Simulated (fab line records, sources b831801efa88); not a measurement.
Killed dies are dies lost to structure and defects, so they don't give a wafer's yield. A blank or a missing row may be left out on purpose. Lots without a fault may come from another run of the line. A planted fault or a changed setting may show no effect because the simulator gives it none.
Which tool did it? | flow gf180mcu | 13 lots, 39 wafers sampled, at 4 steps of a route of 602

WHAT THE GAUGES READ, wafer by wafer
GF_V1_OVL_MEAS_15. Usual: V1_OVL 1 nm, standard deviation 5.5.
lot  | measured     | on         | V1_OVL (nm) | flag
L195 | day 18 09:17 | overlay-02 | -1 0 2      |
L196 | day 19 02:44 | overlay-01 | 8 -3 4      |
L200 | day 20 06:04 | overlay-01 | 4 -1 2      |
L201 | day 20 22:05 | overlay-01 | -3 0 -6     |
L204 | day 21 20:54 | overlay-01 | 1 3 -4      |
L205 | day 21 20:56 | overlay-02 | 2 8 5       |
L207 | day 22 15:21 | overlay-02 | 0 -1 8      |
L208 | day 23 03:36 | overlay-02 | 4 1 -1      |
L209 | day 23 08:58 | overlay-02 | 3 6 -10     |
L210 | day 23 14:52 | overlay-02 | -7 3 -5     |
L213 | day 24 18:40 | overlay-01 | 1 8 3       |
L214 | day 24 23:45 | overlay-02 | -7 0 -4     |
L215 | day 25 04:46 | overlay-02 | -10 -6 -1   |

GF_M2_CD_MEAS_14: target cd 280 nm. Usual: cd_nm 279.6 nm, standard deviation 1.4.
lot  | measured     | on        | cd_nm (nm)        | flag
L195 | day 19 11:38 | cd_sem-01 | 280.8 281.2 280.9 |
L196 | day 20 04:29 | cd_sem-01 | 279.3 278.5 280.0 |
L200 | day 21 07:17 | cd_sem-02 | 279.6 279.3 279.3 |
L201 | day 21 23:40 | cd_sem-01 | 277.1 278.2 277.9 |
L204 | day 22 22:23 | cd_sem-02 | 279.6 278.9 279.0 |
L205 | day 22 22:02 | cd_sem-02 | 277.8 278.5 278.2 |
L207 | day 23 16:23 | cd_sem-01 | 280.6 280.6 279.1 |
L208 | day 24 03:52 | cd_sem-01 | 281.7 282.0 281.6 |
L209 | day 24 08:58 | cd_sem-02 | 278.9 276.9 279.3 |
L210 | day 24 14:29 | cd_sem-01 | 278.7 278.7 278.2 |
L213 | day 25 18:13 | cd_sem-01 | 280.1 281.5 281.0 |
L214 | day 26 01:35 | cd_sem-01 | 278.8 277.9 277.9 |
L215 | day 26 03:35 | cd_sem-01 | 279.1 279.1 279.2 |

WHICH TOOL RAN EACH LOT (tool, then ch and the chambers of the sampled wafers, then the start)
lot  | GF_STI_WET_ETCH_17             | GF_M2_SPUTTER_00
L195 | wet_bench-03 ch 1, day 2 01:37 | pvd_sputter-03, day 18 10:45
L196 | wet_bench-03 ch 3, day 2 08:02 | pvd_sputter-03, day 19 04:07
L200 | wet_bench-01 ch 1, day 3 05:13 | pvd_sputter-02, day 20 07:29
L201 | wet_bench-03 ch 3, day 3 12:14 | pvd_sputter-01, day 20 23:31
L204 | wet_bench-03 ch 1, day 4 01:13 | pvd_sputter-03, day 21 22:20
L205 | wet_bench-03 ch 2, day 4 04:43 | pvd_sputter-02, day 21 22:20
L207 | wet_bench-01 ch 1, day 4 15:11 | pvd_sputter-02, day 22 16:46
L208 | wet_bench-03 ch 1, day 4 21:01 | pvd_sputter-01, day 23 04:59
L209 | wet_bench-04 ch 1, day 5 01:28 | pvd_sputter-01, day 23 10:21
L210 | wet_bench-01 ch 2, day 5 06:46 | pvd_sputter-02, day 23 16:16
L213 | wet_bench-04 ch 2, day 5 21:50 | pvd_sputter-02, day 24 20:07
L214 | wet_bench-01 ch 2, day 6 03:55 | pvd_sputter-02, day 25 01:08
L215 | wet_bench-03 ch 1, day 6 09:19 | pvd_sputter-03, day 25 06:10
- GF_STI_WET_ETCH_17: etches Si3N4 in H3PO4, target depth 45 nm, time 514 s.
- GF_M2_SPUTTER_00: material Ti, target thk 37.5 nm, time 150 s.

WHAT THE TOOLS THEMSELVES READ (means of the sampled wafers that have a number; where no wafer has one, the mark that the record gives instead)
GF_STI_WET_ETCH_17. Usual: temp_c 160.02 C, standard deviation 0.14.
lot  | tool         | temp_c (C) | flag
L195 | wet_bench-03 | 160.01     |
L196 | wet_bench-03 | 159.99     |
L200 | wet_bench-01 | 160.04     |
L201 | wet_bench-03 | 159.89     |
L204 | wet_bench-03 | 160.10     |
L205 | wet_bench-03 | 160.03     |
L207 | wet_bench-01 | 160.15     |
L208 | wet_bench-03 | 159.89     |
L209 | wet_bench-04 | 160.00     |
L210 | wet_bench-01 | 160.07     |
L213 | wet_bench-04 | 160.21     |
L214 | wet_bench-01 | 158.75     | OFF
L215 | wet_bench-03 | 159.94     |

GF_M2_SPUTTER_00. Usual: throttle_valve_pct 30.3 %, standard deviation 1.2.
lot  | tool           | throttle_valve_pct (%) | flag
L195 | pvd_sputter-03 | 29.2                   |
L196 | pvd_sputter-03 | 29.5                   |
L200 | pvd_sputter-02 | 31.2                   |
L201 | pvd_sputter-01 | 29.5                   |
L204 | pvd_sputter-03 | 29.7                   |
L205 | pvd_sputter-02 | 31.0                   |
L207 | pvd_sputter-02 | 31.5                   |
L208 | pvd_sputter-01 | 30.0                   |
L209 | pvd_sputter-01 | 28.9                   |
L210 | pvd_sputter-02 | 31.1                   |
L213 | pvd_sputter-02 | 31.0                   |
L214 | pvd_sputter-02 | 30.4                   |
L215 | pvd_sputter-03 | 29.2                   |

THE ANSWER, worked out from the rows above alone
Rule: a lot is off if the mean of its wafers that have a number lies more than 3 standard deviations from the usual mean. A lot without any number at a reading at which 4 lots or more have one is off too. The other lots that the step has rows for count as sound. The gauges are gone through in route order, then the tools' own readings, and for those a lot's mean is taken as printed above. The first step at which some lot is off is used, and at that step the reading that is off furthest; a lot without a number counts as furthest.
Off: L214, at GF_STI_WET_ETCH_17 (temp_c).
A tool fits if, at that step or a process step before it, it ran every lot that is off, and no sound lot after the first of them. One fits: wet_bench-01 at GF_STI_WET_ETCH_17. Its last sound lot is L210 (day 5 06:46), its first lot that is off L214 (day 6 03:55): a fault that began between those two fits.
The tool's own readings at GF_STI_WET_ETCH_17 bear it out: on the lots that are off they differ by more than 5 times the standard deviation of the sound lots' means. temp_c reads 158.75 C there against 160.03 C on the sound lots.

WHAT THE SIMULATOR HAD PUT IN
Process parameter drift: wet_bench-01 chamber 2, from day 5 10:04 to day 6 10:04, at GF_STI_WET_ETCH_17. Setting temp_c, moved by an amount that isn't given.
Lots struck among those shown: L214. The rule above found the same.
